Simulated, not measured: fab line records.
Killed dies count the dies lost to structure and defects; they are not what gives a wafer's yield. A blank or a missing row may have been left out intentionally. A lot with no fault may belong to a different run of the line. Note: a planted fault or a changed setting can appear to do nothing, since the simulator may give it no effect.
Problem report in the 8D (eight disciplines) form, filled by code | flow gf180mcu | the parts of the form that need people (team, actions taken, sign-off) are left out

== 1. PROBLEM STATEMENT ==
MIM_CVD_05_THK at GF_MIM_THK_MEAS_06 reads a mean of 54.5 nm on 1 wafer of 1 lot; wafers without a fault read 42.1 nm with a standard deviation of 0.51. That puts it +24 standard deviations away from the usual mean.
First observed at day 31 02:49: wafer L939.4, on film-metro-02. At this step, 38 wafers from 13 lots have a number in the record. The rule behind "out" and "out of limits": a value lying over 4 standard deviations away from the usual mean. The other wafers with a number count as sound.

== 2. WHAT IT IS, AND WHAT IT ISN'T ==
question                    | is                | is not
which readings at this step | MIM_CVD_05_THK    | -
which lots                  | L939              | L917, L919, L921, L922, L923, L925, L926, L927, L928, L930, L931, L936
which wafers of those lots  | L939.4            | L939.3
read on which gauges        | film-metro-02     | film-metro-01, film-metro-03
when                        | from day 31 02:49 | up to then (37 sound wafers)

== 3. THE SUSPECTS, EACH WITH WHAT RULES IT OUT ==
Counting: if a tool at a process step up to the reading ran every lot that is out, it stays a suspect. Sound lots after the first of them don't rule it out here, since some wafers of a struck lot are sound.
- the gauge at GF_MIM_THK_MEAS_06 has been ruled out. All the wafers that are out were read on film-metro-02, but those of them that GF_MIM_CVD_05 has rows for are out there too, on other tools.
- pvd-sputter-01 at GF_V4_SPUTTER_21 (material Ti, target thk 15 nm, time 80.02 s): kept. L939, the lot that is out, went through it at day 31 01:51; up to then, the latest sound lot through it was L931 at day 29 05:46.
- pecvd-01 at GF_MIM_CVD_05 (deposits Si3N4, target thk 42 nm, time 29.086 s): kept. L939, the lot that is out, went through it at day 31 02:46; up to then, the latest sound lot through it was L936 at day 30 12:06. Out on those wafers are its own readings of run-length-s.
- Within pecvd-01 at GF_MIM_CVD_05: the wafers that are out ran in chamber 0; their sound lot-mates ran in chamber 1.
What counting leaves: pvd-sputter-01 at GF_V4_SPUTTER_21 and pecvd-01 at GF_MIM_CVD_05.

== 4. THE CAUSE (what the simulator had put in) ==
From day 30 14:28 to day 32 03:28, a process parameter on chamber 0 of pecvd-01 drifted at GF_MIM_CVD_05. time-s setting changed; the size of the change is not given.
Of the 2 suspects that counting leaves, this tool is one.

== 5. THE EFFECT CHAIN, in route order ==
Each row: a reading whose mean over the struck wafers that have a number lies more than 3 standard deviations from the usual. Scope: only readings with a usual standard deviation given in the record; hours: median across lots of the time from each lot's start at the first step in this table that gives one to its start at this step; sigmas: change in usual standard deviations.
hours | step               | reading        | usual   | on struck wafers | change | sigmas
0     | GF_MIM_CVD_05      | run-length-s   | 57.1 s  | 65.4             | +8.3   | +18
0     | GF_MIM_THK_MEAS_06 | MIM_CVD_05_THK | 42.1 nm | 54.5             | +12.4  | +24
It contains these process steps:
- GF_MIM_CVD_05: deposits Si3N4, target thk 42 nm, time 29.086 s.

== 6. HOW IT WOULD HAVE BEEN CAUGHT EARLIER ==
Counted from the fault's start at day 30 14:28, it took 12 hours until the first out-of-limits reading at a measuring or inspecting step in this record, taken at day 31 02:49.
The tool's own readings at GF_MIM_CVD_05 were out on every struck wafer that the step has a row for (run-length-s): an alarm limit on them would have fired on the first of those.
All the lots that are out (1) had begun GF_MIM_CVD_05 on pecvd-01 by day 31 02:49. Had the tool been put on hold then, not one of them would have been saved.
